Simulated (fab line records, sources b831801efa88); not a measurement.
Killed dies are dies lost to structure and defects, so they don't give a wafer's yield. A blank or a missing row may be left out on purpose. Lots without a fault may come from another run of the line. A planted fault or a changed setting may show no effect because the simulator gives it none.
Problem report in the 8D (eight disciplines) form, filled by code | flow sky130 | the parts of the form that need people (team, actions taken, sign-off) are left out

1. THE PROBLEM
killed_at_front_end at SKY_PAD_OPEN_PROBE_99 reads a mean of 76 on 5 wafers of 2 lots; wafers without a fault read 15 with a standard deviation of 4.2. That is +15 standard deviations from the usual mean.
First seen on wafer L175.1, day 49 08:46, on prober-02. The record holds 6 wafers of 2 lots with a number at this step. Rule for "out", or "out of limits": more than 4 standard deviations from the usual mean. The other wafers with a number count as sound.

2. WHAT IT IS AND WHAT IT IS NOT
question                    | is                                     | is not
which readings at this step | killed_at_front_end, killed_dies       | killed_at_M0_to_M3, killed_at_contacts, killed_at_other, killed_open, killed_short
which lots                  | L175, L176                             | -
which wafers of those lots  | L175.1, L175.4, L176.2, L176.4, L176.5 | L175.2
read on which tools         | prober-01, prober-02                   | -
when                        | from day 49 08:46                      | up to then (0 sound wafers); but 1 sound wafer of L175 came after

3. SUSPECTS, AND WHAT RULES EACH OUT
Counting: a tool at a process step up to the reading stays a suspect if it ran every lot that is out. Sound lots after the first of them don't rule it out here, since some wafers of a struck lot are sound.
- plasma_asher-03 at SKY_POLY_GATE_STRIP_18 (strips in O2/N2): kept. It ran every lot that is out, first L175 (day 21 08:36).
- cmp-01 at SKY_VIA4_CMP_21 (polishes, stops on SiO2, t overpolish 25 s, target thk 0 nm): kept. It ran every lot that is out, first L175 (day 46 19:41).
- pvd_sputter-04 at SKY_METAL5_SPUTTER_02 (material AlCu, target thk 1150 nm, time 61.2 s): kept. It ran every lot that is out, first L175 (day 46 19:59).
- Within plasma_asher-03 at SKY_POLY_GATE_STRIP_18: the wafers that are out ran in chamber 1; their sound lot-mates ran in chamber 0.
Left after counting: plasma_asher-03 at SKY_POLY_GATE_STRIP_18, cmp-01 at SKY_VIA4_CMP_21, pvd_sputter-04 at SKY_METAL5_SPUTTER_02.

4. THE CAUSE (what the simulator had put in)
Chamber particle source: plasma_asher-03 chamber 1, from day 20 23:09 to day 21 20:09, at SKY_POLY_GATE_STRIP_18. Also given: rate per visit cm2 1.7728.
Counting left 3 suspects, and this tool is among them.

5. THE CHAIN OF EFFECTS, in route order
Each row: a reading whose mean over the struck wafers that have a number lies more than 3 standard deviations from the usual. Only readings for which the record gives a usual standard deviation are gone through. hours: the time from each lot's start at the first step in this table that gives one to its start at this step, as a median over the lots. sigmas: the change in usual standard deviations.
hours | step                  | reading             | usual | on struck wafers | change | sigmas
0     | SKY_PAD_OPEN_PROBE_99 | killed_at_front_end | 15    | 76               | +61    | +15
0     | SKY_PAD_OPEN_PROBE_99 | killed_dies         | 86    | 141              | +55    | +5.0
The process steps in it:
- SKY_PAD_OPEN_PROBE_99

6. WHAT WOULD HAVE CAUGHT IT SOONER
In this record the first reading out of limits was taken at day 49 08:46, 682 hours after the fault began at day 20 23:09.
Of the tool readings at SKY_POLY_GATE_STRIP_18 for which the record gives a usual standard deviation, none was out on any struck wafer, so an alarm limit of 4 standard deviations on them would not have fired.
All the lots that are out (2) had begun SKY_POLY_GATE_STRIP_18 on plasma_asher-03 by day 49 08:46. A hold on the tool at that time would have spared none of them.
